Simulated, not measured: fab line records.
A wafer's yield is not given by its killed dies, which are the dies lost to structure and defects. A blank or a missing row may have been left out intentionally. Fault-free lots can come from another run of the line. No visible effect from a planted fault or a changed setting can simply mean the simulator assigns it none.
fab line records	flow sky130
[record] lots = 12	wafers = 36	last_day = 51
route steps=708 shown VIA4@650 METAL5@661 PASSIVATION@682 PAD_OPEN@708
lots with no fault: from the same line, run without faults
start_h: hours from the record's first day to the start of the lot's first wafer shown	wait_h: how many hours have passed since the lot's step before this one	" as in the row above	L1.1+2: a row that stands for several wafers	- either no value or no given start	* or withheld: withheld	< > ~ a bound
route shown NAME@n: NAME is a module with steps in the file, n the number in the route of the first one	usual: mean/standard deviation of fault-free wafers	same: alike in all rows	chamber/n: place in a boat	sites: readings site by site	_std_site: standard deviation across them	_edge_site: mean of outer sites minus mean of inner sites	radius_mm: for every site, how far away it sits from the centre of the wafer	mask NAME#n: copy n	behind: the most recent tool/chamber to have shaped the wafer	hold: why the lot went on hold/how many hours it stayed there/how the hold came to an end	device: names the non-switching transistor (n, p or np)	end of line: at the end of the route, the tests of the same wafers	where a step has no rows: the recipe by itself	killed: dies lost to structure and defects at the first sort, not the wafer's yield	map: per-die view of a wafer (x killed, . not killed, _ where there is no die)
set.NAME: the setting as run; set.NAME@STEP: as run at that earlier step	model.NAME: the simulator's own value behind a step, which no gauge read
one table for each step of the route and one row for each wafer, over a sample of lots
services: when a tool's chamber went out of use (start_h, in hours from the record's first day, below 0 if earlier), for how many hours, and the reason
[[steps]]
[step SKY_VIA4_OVL_MEAS_11]
[usual] VIA4_OVL = -0.2/1.4
lot.wafer	tool	chamber	start_h	wait_h	VIA4_OVL[nm]
L383.2	overlay-01	-	1028.85	0.1	-0.6
L383.5	"	-	"	"	-0.6
L383.6	"	-	"	"	-0.2
L387.1	overlay-02	-	1029.13	0.1	0.4
L387.4	"	-	"	"	-1.7
L387.6	"	-	"	"	-1.7
L388.1	overlay-02	-	1029.59	0.1	1.0
L388.3	"	-	"	"	1.8
L388.6	"	-	"	"	0.2
L389.2	overlay-01	-	1052.79	0.1	-1.3
L389.3	"	-	"	"	-1.8
L389.4	"	-	"	"	-2.5
L390.1	overlay-01	-	1054.08	0.1	1.0
L390.4	"	-	"	"	1.0
L390.6	"	-	"	"	0.7
L391.4	overlay-01	-	1057.50	0.1	-2.0
L391.5	"	-	"	"	-2.9
L391.6	"	-	"	"	-2.9
L393.1	overlay-01	-	1150.24	0.1	0.7
L393.2	"	-	"	"	0.3
L393.3	"	-	"	"	-1.7
L396.1	overlay-01	-	1150.54	0.1	-1.1
L396.4	"	-	"	"	-1.3
L396.5	"	-	"	"	-0.7
L392.2	overlay-02	-	1151.54	0.1	2.1
L392.4	"	-	"	"	0.2
L392.6	"	-	"	"	0.5
L402.1	overlay-01	-	1152.84	0.1	2.7
L402.2	"	-	"	"	1.0
L402.5	"	-	"	"	2.6
L403.2	overlay-01	-	1160.69	0.1	-1.2
L403.4	"	-	"	"	-0.8
L403.5	"	-	"	"	-1.5
L399.3	overlay-01	-	1162.75	0.1	2.0
L399.4	"	-	"	"	1.6
L399.5	"	-	"	"	0.2
[step SKY_METAL5_SPUTTER_00]
[recipe] material = Ti	target_thk_nm = 15	power_w = 3000	time_s = 10	chamber_pressure_pa = 0.4
[usual] throttle_valve_pct = 29.9/1.2
lot.wafer	tool	chamber	start_h	wait_h	throttle_valve_pct
L383.2	pvd_sputter-04	-	1030.51	0.1	32.0
L383.5	"	-	"	"	29.7
L383.6	"	-	"	"	32.0
L387.1	pvd_sputter-03	-	1030.65	0.2	30.9
L387.4	"	-	"	"	30.3
L387.6	"	-	"	"	29.8
L388.1	pvd_sputter-04	-	1031.22	0.2	31.6
L388.3	"	-	"	"	29.4
L388.6	"	-	"	"	29.4
L389.2	pvd_sputter-02	-	1054.99	0.1	29.0
L389.3	"	-	"	"	31.2
L389.4	"	-	"	"	29.8
L390.1	pvd_sputter-02	-	1055.78	0.2	30.6
L390.4	"	-	"	"	29.2
L390.6	"	-	"	"	28.9
L391.4	pvd_sputter-03	-	1058.93	0.1	27.4
L391.5	"	-	"	"	29.9
L391.6	"	-	"	"	30.8
L393.1	pvd_sputter-03	-	1151.63	0.1	27.8
L393.2	"	-	"	"	28.8
L393.3	"	-	"	"	31.0
L396.1	pvd_sputter-04	-	1151.98	0.2	31.9
L396.4	"	-	"	"	30.1
L396.5	"	-	"	"	32.0
L392.2	pvd_sputter-03	-	1152.94	0.1	28.8
L392.4	"	-	"	"	30.6
L392.6	"	-	"	"	30.0
L402.1	pvd_sputter-04	-	1154.27	0.1	30.0
L402.2	"	-	"	"	29.3
L402.5	"	-	"	"	31.9
L403.2	pvd_sputter-04	-	1162.08	0.1	32.0
L403.4	"	-	"	"	29.1
L403.5	"	-	"	"	29.9
L399.3	pvd_sputter-04	-	1164.22	0.1	30.0
L399.4	"	-	"	"	29.8
L399.5	"	-	"	"	29.4
[step SKY_METAL5_METAL_ETCH_15]
[recipe] target_depth_a = 12600	stop_on = SiO2	over_etch_frac = 0.2	time_s = 252	chemistry = Cl2/BCl3	resist_sidewall_deg = 86	pressure_mtorr = 10	icp_w = 900	bias_w = 48.5	Cl2_flow_sccm = 60	bcl3_flow_sccm = 30
[usual] bias_w = 48.50/0.14	drypump_motor_current_A = 5.98/0.21	he_backside_leak_sccm = 3.4/0.31	oes_product_au = 0.894/0.0049	throttle_valve_pct = 22.264/0.0087
[same] over_etch_frac = 0.2
lot.wafer	tool	chamber	start_h	wait_h	bias_w	drypump_motor_current_A	he_backside_leak_sccm	oes_product_au	rf_hours_counter_h	throttle_valve_pct
L383.2	rie_metal-03	1	1052.17	0.0	48.38	6.00	3.1	0.899	19	22.261
L383.5	"	0	"	"	48.55	5.93	3.3	0.896	-	22.266
L383.6	"	1	"	"	48.53	6.02	3.0	0.906	-	22.252
L387.1	rie_metal-02	1	1052.47	0.0	48.28	6.21	3.6	0.896	18	22.253
L387.4	"	0	"	"	48.47	5.68	3.1	0.894	-	22.265
L387.6	"	1	"	"	48.32	6.21	3.4	0.893	-	22.275
L388.1	rie_metal-01	1	1053.12	0.0	48.63	5.77	3.5	0.891	7	22.258
L388.3	"	1	"	"	48.54	5.76	3.5	0.890	-	22.273
L388.6	"	1	"	"	48.41	5.76	3.5	0.891	-	22.263
L389.2	rie_metal-03	0	1078.92	0.0	48.45	5.92	3.2	0.891	8	22.277
L389.3	"	1	"	"	48.49	6.04	3.0	0.903	-	22.268
L389.4	"	0	"	"	48.49	5.92	3.3	0.891	-	22.259
L390.1	rie_metal-03	1	1079.57	0.0	48.58	6.04	3.2	0.892	21	22.264
L390.4	"	1	"	"	48.51	6.02	3.2	0.887	-	22.256
L390.6	"	0	"	"	48.44	5.90	3.4	0.888	-	22.255
L391.4	rie_metal-01	0	1083.04	0.1	48.66	6.24	3.6	0.891	-	22.271
L391.5	"	0	"	"	48.73	6.30	3.7	0.897	-	22.263
L391.6	"	1	"	"	48.52	5.79	3.3	0.891	-	22.271
L393.1	rie_metal-03	0	1169.57	0.0	48.48	5.92	3.3	0.891	13	22.262
L393.2	"	1	"	"	48.59	6.04	3.2	0.895	28	22.266
L393.3	"	0	"	"	48.47	5.94	3.4	0.894	-	22.270
L396.1	rie_metal-01	1	1170.57	0.0	48.47	5.78	3.3	0.885	13	22.262
L396.4	"	0	"	"	48.48	6.24	3.6	0.898	-	22.269
L396.5	"	1	"	"	48.59	5.77	3.5	0.896	-	22.242
L392.2	rie_metal-03	0	1171.57	0.0	48.44	5.94	3.3	0.888	14	22.271
L392.4	"	1	"	"	48.64	6.03	3.2	0.894	-	22.282
L392.6	"	0	"	"	48.66	5.91	3.3	0.892	-	22.253
L402.1	rie_metal-01	1	1171.92	0.0	48.20	5.78	3.4	0.898	14	22.274
L402.2	"	0	"	"	48.47	6.28	3.6	0.895	26	22.267
L402.5	"	1	"	"	48.43	5.78	3.5	0.897	-	22.272
L403.2	rie_metal-03	1	1178.92	0.0	48.53	6.02	3.2	0.892	29	22.267
L403.4	"	0	"	"	48.69	5.92	3.4	0.902	-	22.259
L403.5	"	0	"	"	48.67	5.90	3.5	0.892	-	22.258
L399.3	rie_metal-02	1	1181.55	0.1	48.44	6.25	3.6	0.890	-	22.264
L399.4	"	0	"	"	48.75	5.72	3.2	0.893	-	22.271
L399.5	"	0	"	"	48.84	5.67	3.2	0.889	-	22.274
[step SKY_PASSIVATION_THK_MEAS_01]
[recipe] reads = SiO2_of_PASSIVATION_CVD_00
[usual] PASSIVATION_CVD_00_THK = 89.2/1.2
lot.wafer	tool	chamber	start_h	wait_h	PASSIVATION_CVD_00_THK[nm]
L383.2	film_metro-02	-	1054.07	-	89.1
L383.5	"	-	"	"	89.9
L383.6	"	-	"	"	89.3
L388.1	film_metro-02	-	1054.27	-	89.1
L388.3	"	-	"	"	88.7
L388.6	"	-	"	"	92.4
L387.1	film_metro-03	-	1054.28	-	88.1
L387.4	"	-	"	"	89.5
L387.6	"	-	"	"	88.8
L389.2	film_metro-03	-	1079.81	-	88.4
L389.3	"	-	"	"	86.2
L389.4	"	-	"	"	88.4
L390.1	film_metro-03	-	1080.41	-	88.8
L390.4	"	-	"	"	90.6
L390.6	"	-	"	"	90.1
L391.4	film_metro-03	-	1083.84	-	90.9
L391.5	"	-	"	"	90.1
L391.6	"	-	"	"	89.7
L393.1	film_metro-04	-	1170.42	-	86.0
L393.2	"	-	"	"	87.7
L393.3	"	-	"	"	88.1
L396.1	film_metro-02	-	1171.43	-	89.0
L396.4	"	-	"	"	90.5
L396.5	"	-	"	"	91.3
L392.2	film_metro-04	-	1172.43	-	88.1
L392.4	"	-	"	"	91.0
L392.6	"	-	"	"	91.1
L402.1	film_metro-02	-	1172.77	-	87.8
L402.2	"	-	"	"	87.3
L402.5	"	-	"	"	90.0
L403.2	film_metro-02	-	1179.79	-	87.7
L403.4	"	-	"	"	89.1
L403.5	"	-	"	"	89.8
L399.3	film_metro-04	-	1182.35	-	89.3
L399.4	"	-	"	"	90.2
L399.5	"	-	"	"	91.8
[step SKY_PAD_OPEN_PROBE_99]
[usual] defect_limited_yield = 82.5/2	killed_at_M0_to_M3 = 42/7.3	killed_at_M4_up = 3.4/2	killed_at_contacts = 24/5.6	killed_at_front_end = 16/4.5	killed_at_other = 0.2/0.51	killed_dies = 86/9.8	killed_open = 46/7	killed_short = 40/6.7	sort_bin_3_pad_short = 0.9/0.42	sort_bin_5_function = 10.3/1.5	sort_bin_6_memory = 6.3/1.3	sort_n_pass = 406/9.8	sort_yield_pct = 82.5/2
[same] gross_dies = 492	killed_at_back_side = 0	sort_bin_4_leakage[%] = 0	sort_bin_8_speed[%] = 0
lot.wafer	tool	chamber	start_h	wait_h	defect_limited_yield[%]	killed_at_M0_to_M3	killed_at_M4_up	killed_at_contacts	killed_at_front_end	killed_at_other	killed_dies	killed_open	killed_short	sort_bin_3_pad_short[%]	sort_bin_5_function[%]	sort_bin_6_memory[%]	sort_n_pass	sort_yield_pct[%]
L383.2	prober-02	-	1103.92	0.1	82.9	44	2	25	12	1	84	44	40	0.6	10.4	6.1	408	82.9
L383.5	prober-02	-	1104.07	0.2	82.7	41	1	29	14	0	85	42	43	1.0	9.8	6.5	407	82.7
L383.6	prober-02	-	1104.12	0.2	84.6	28	2	23	23	0	76	40	36	0.4	9.6	5.5	416	84.6
L391.4	prober-01	-	1127.95	0.2	82.9	34	2	28	20	0	84	39	45	1.4	10.0	5.7	408	82.9
L391.5	prober-01	-	1128.00	0.2	83.1	35	5	24	19	0	83	43	40	1.6	8.7	6.5	409	83.1
L391.6	prober-01	-	1128.05	0.2	79.3	55	0	32	15	0	102	52	50	1.6	11.4	7.7	390	79.3
L393.1	prober-02	-	1210.01	0.1	84.3	23	3	29	22	0	77	44	33	0.2	9.3	6.1	415	84.3
L393.2	prober-02	-	1210.06	0.1	83.3	34	2	27	19	0	82	44	38	0.6	9.3	6.7	410	83.3
L393.3	prober-02	-	1210.11	0.2	80.5	49	6	18	23	0	96	44	51	1.0	11.4	7.1	396	80.5
L396.1	prober-01	-	1210.86	0.1	77.8	42	2	38	26	1	109	56	53	0.8	13.0	8.3	383	77.8
L396.4	prober-01	-	1211.01	0.2	82.7	49	6	16	14	0	85	40	45	1.2	10.2	5.9	407	82.7
L396.5	prober-01	-	1211.06	0.2	81.3	44	5	29	14	0	92	42	50	1.4	10.2	7.1	400	81.3
L392.2	prober-01	-	1213.06	0.1	84.3	28	6	26	16	1	77	42	35	0.8	7.9	6.9	415	84.3
L392.4	prober-01	-	1213.16	0.2	81.5	47	7	28	9	0	91	46	44	1.0	12.0	5.5	401	81.5
L392.6	prober-01	-	1213.26	0.2	75.8	47	34	24	14	0	119	46	43	2.4	13.8	7.9	373	75.8
L402.1	prober-01	-	1213.31	0.4	82.9	48	0	18	18	0	84	47	37	0.6	7.7	8.7	408	82.9
L402.2	prober-01	-	1213.36	0.4	82.5	51	5	19	11	0	86	47	39	1.2	11.6	4.7	406	82.5
L402.5	prober-01	-	1213.51	0.5	86.8	29	2	25	9	0	65	35	30	0.4	7.3	5.5	427	86.8
L403.2	prober-01	-	1217.29	0.1	82.1	45	3	24	16	0	88	43	45	1.4	8.5	7.9	404	82.1
L403.4	prober-01	-	1217.39	0.2	83.1	41	2	28	11	1	83	39	44	1.0	10.4	5.5	409	83.1
L403.5	prober-01	-	1217.44	0.2	80.3	43	7	24	22	1	97	47	49	1.8	10.4	7.5	395	80.3
// killed by level:class
L383.2 CONTACT:geometric_particle:open=12 VIA1:geometric_particle:short=8 VIA1:geometric_particle:open=8 VIA2:geometric_particle:open=7 VIA3:geometric_particle:open=6 LI_CONTACT:geometric_particle:open=5 CONTACT:geometric_particle:short=5 METAL1:geometric_particle:short=5
L383.5 VIA1:geometric_particle:open=9 CONTACT:geometric_particle:open=8 CONTACT:geometric_particle:short=8 LI_CONTACT:geometric_particle:open=5 VIA2:geometric_particle:open=5 VIA2:geometric_particle:short=5 VIA3:geometric_particle:open=5 LI_CONTACT:geometric_particle:short=4
L383.6 FIELD_ISO:geometric_particle:short=7 CONTACT:geometric_particle:open=7 VIA1:geometric_particle:open=7 FIELD_ISO:geometric_particle:open=5 LI_CONTACT:geometric_particle:open=5 LOCAL_INTERCONNECT:geometric_particle:short=4 METAL1:geometric_particle:short=4 VIA2:geometric_particle:open=3
L391.4 CONTACT:geometric_particle:short=9 CONTACT:geometric_particle:open=8 VIA1:geometric_particle:open=8 FIELD_ISO:geometric_particle:short=6 METAL2:geometric_particle:short=6 VIA3:geometric_particle:open=6 FIELD_ISO:geometric_particle:open=4 POLY_GATE:geometric_particle:open=4
L391.5 LI_CONTACT:geometric_particle:open=13 FIELD_ISO:geometric_particle:short=6 VIA2:geometric_particle:open=6 CONTACT:geometric_particle:open=5 METAL2:geometric_particle:short=5 FIELD_ISO:geometric_particle:open=4 POLY_GATE:geometric_particle:short=4 METAL1:geometric_particle:short=4
L391.6 VIA3:geometric_particle:open=11 LI_CONTACT:geometric_particle:open=10 METAL1:geometric_particle:short=10 METAL2:geometric_particle:short=10 CONTACT:geometric_particle:open=9 VIA1:geometric_particle:open=9 CONTACT:geometric_particle:short=6 FIELD_ISO:geometric_particle:open=4
L393.1 LI_CONTACT:geometric_particle:open=10 CONTACT:geometric_particle:open=9 FIELD_ISO:geometric_particle:open=6 VIA2:geometric_particle:open=6 POLY_GATE:geometric_particle:short=5 FIELD_ISO:geometric_particle:short=4 CONTACT:geometric_particle:short=4 VIA1:geometric_particle:open=4
L393.2 METAL2:geometric_particle:short=10 LI_CONTACT:geometric_particle:open=9 CONTACT:geometric_particle:open=6 VIA1:geometric_particle:open=6 VIA3:geometric_particle:open=6 LOCAL_INTERCONNECT:geometric_particle:short=5 POLY_GATE:geometric_particle:open=4 POLY_GATE:geometric_particle:short=3
L393.3 VIA1:geometric_particle:open=14 METAL2:geometric_particle:short=11 POLY_GATE:geometric_particle:short=9 VIA3:geometric_particle:open=8 LI_CONTACT:geometric_particle:open=5 LOCAL_INTERCONNECT:geometric_particle:short=5 VIA2:geometric_particle:short=4 FIELD_ISO:geometric_particle:open=3
L396.1 CONTACT:geometric_particle:open=17 CONTACT:geometric_particle:short=11 VIA2:geometric_particle:open=10 POLY_GATE:geometric_particle:short=7 METAL2:geometric_particle:short=7 FIELD_ISO:geometric_particle:short=6 POLY_GATE:geometric_particle:open=6 LI_CONTACT:geometric_particle:open=6
L396.4 VIA1:geometric_particle:open=13 VIA2:geometric_particle:open=8 CONTACT:geometric_particle:open=7 METAL4:geometric_particle:short=6 CONTACT:geometric_particle:short=6 METAL2:geometric_particle:short=6 VIA3:geometric_particle:open=6 FIELD_ISO:geometric_particle:short=5
L396.5 VIA1:geometric_particle:open=9 CONTACT:geometric_particle:short=8 VIA2:geometric_particle:open=8 LI_CONTACT:geometric_particle:open=7 CONTACT:geometric_particle:open=7 FIELD_ISO:geometric_particle:short=6 METAL2:geometric_particle:short=6 LOCAL_INTERCONNECT:geometric_particle:short=5
L392.2 LI_CONTACT:geometric_particle:open=8 CONTACT:geometric_particle:open=8 VIA1:geometric_particle:open=8 VIA2:geometric_particle:open=7 POLY_GATE:geometric_particle:short=6 CONTACT:geometric_particle:short=5 FIELD_ISO:geometric_particle:short=4 POLY_GATE:geometric_particle:open=4
L392.4 VIA1:geometric_particle:open=11 VIA3:geometric_particle:open=9 LI_CONTACT:geometric_particle:open=7 VIA2:geometric_particle:open=7 LOCAL_INTERCONNECT:geometric_particle:short=6 LI_CONTACT:geometric_particle:short=5 CONTACT:geometric_particle:short=5 CONTACT:geometric_particle:open=4
L392.6 METAL5:unspecified=30 CONTACT:geometric_particle:open=11 VIA2:geometric_particle:open=10 LI_CONTACT:geometric_particle:open=8 VIA1:geometric_particle:short=6 VIA1:geometric_particle:open=6 METAL2:geometric_particle:short=6 VIA3:geometric_particle:short=6
L402.1 VIA1:geometric_particle:open=13 FIELD_ISO:geometric_particle:open=7 CONTACT:geometric_particle:open=7 VIA2:geometric_particle:open=7 METAL1:geometric_particle:short=6 METAL2:geometric_particle:short=5 POLY_GATE:geometric_particle:open=4 VIA1:geometric_particle:short=4
L402.2 METAL2:geometric_particle:short=11 VIA2:geometric_particle:open=10 CONTACT:geometric_particle:open=9 VIA1:geometric_particle:short=7 METAL1:geometric_particle:short=7 VIA3:geometric_particle:open=6 LI_CONTACT:geometric_particle:open=5 VIA1:geometric_particle:open=5
L402.5 VIA1:geometric_particle:open=8 LOCAL_INTERCONNECT:geometric_particle:short=7 CONTACT:geometric_particle:open=7 LI_CONTACT:geometric_particle:open=5 CONTACT:geometric_particle:short=4 VIA1:geometric_particle:short=4 METAL2:geometric_particle:short=4 VIA3:geometric_particle:open=4
L403.2 VIA1:geometric_particle:open=8 CONTACT:geometric_particle:open=7 CONTACT:geometric_particle:short=7 METAL2:geometric_particle:short=6 VIA2:geometric_particle:open=6 VIA3:geometric_particle:open=6 VIA1:geometric_particle:short=5 FIELD_ISO:geometric_particle:open=4
L403.4 CONTACT:geometric_particle:open=10 VIA2:geometric_particle:open=8 CONTACT:geometric_particle:short=7 VIA1:geometric_particle:open=7 METAL3:geometric_particle:short=7 LI_CONTACT:geometric_particle:short=5 LI_CONTACT:geometric_particle:open=5 METAL1:geometric_particle:short=5
L403.5 CONTACT:geometric_particle:open=13 METAL1:geometric_particle:short=8 VIA3:geometric_particle:open=7 POLY_GATE:geometric_particle:open=7 VIA1:geometric_particle:open=7 VIA2:geometric_particle:open=5 VIA1:geometric_particle:short=5 METAL2:geometric_particle:short=5
[[services]]
tool	chamber	start_h	hours	kind
rie_metal-01	-	1013.48	0.5	repair
rie_metal-03	-	1015.16	1.4	pm
rie_metal-02	1	1015.54	14.1	repair
pvd_sputter-04	1	1056.22	-	consumable_replace:kit
pvd_sputter-04	1	1056.22	18.0	scheduled_down
pvd_sputter-04	1	1056.22	18.0	vent_cycle
pvd_sputter-04	-	1095.88	0.7	repair
pvd_sputter-02	-	1098.43	5.1	repair
pvd_sputter-03	1	1100.34	-	consumable_replace:kit
pvd_sputter-03	1	1100.34	18.0	scheduled_down
pvd_sputter-03	1	1100.34	18.0	vent_cycle
rie_metal-01	1	1113.66	22.3	repair
rie_metal-03	-	1127.13	2.8	pm
pvd_sputter-03	-	1136.94	1.0	repair
pvd_sputter-03	-	1138.38	6.3	repair
rie_metal-03	0	1145.83	12.8	repair
pvd_sputter-03	0	1157.90	-	consumable_replace:kit
pvd_sputter-03	0	1157.90	18.0	scheduled_down
pvd_sputter-03	0	1157.90	18.0	vent_cycle
pvd_sputter-02	-	1159.60	13.5	repair
pvd_sputter-04	0	1163.94	-	consumable_replace:kit
pvd_sputter-04	0	1163.94	18.0	scheduled_down
pvd_sputter-04	0	1163.94	18.0	vent_cycle
rie_metal-02	0	1165.34	1.3	repair
[[key]]
[first_sign] step = SKY_PAD_OPEN_PROBE_99	reading = killed_at_M4_up	direction = up	sigmas = 16	usual = 3.4	struck = 34
[effect] step = SKY_PAD_OPEN_PROBE_99	reading = sort_bin_3_pad_short	direction = up	sigmas = 3.7	usual = 0.9	struck = 2.4
met_at SKY_METAL5_SPUTTER_00
struck_lots L392
struck_wafers L392.6
not_acting_at SKY_VIA4_OVL_MEAS_11,SKY_METAL5_METAL_ETCH_15,SKY_PASSIVATION_THK_MEAS_01
onset_between 1058.93 1152.94
[fault] kind = chamber_particle_source	tool = pvd_sputter-03	chamber = -	onset_h = 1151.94	steps = SKY_METAL5_SPUTTER_00	rate_per_visit_cm2 = 0.40638	end_h = 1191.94	scope = struck_wafers_only
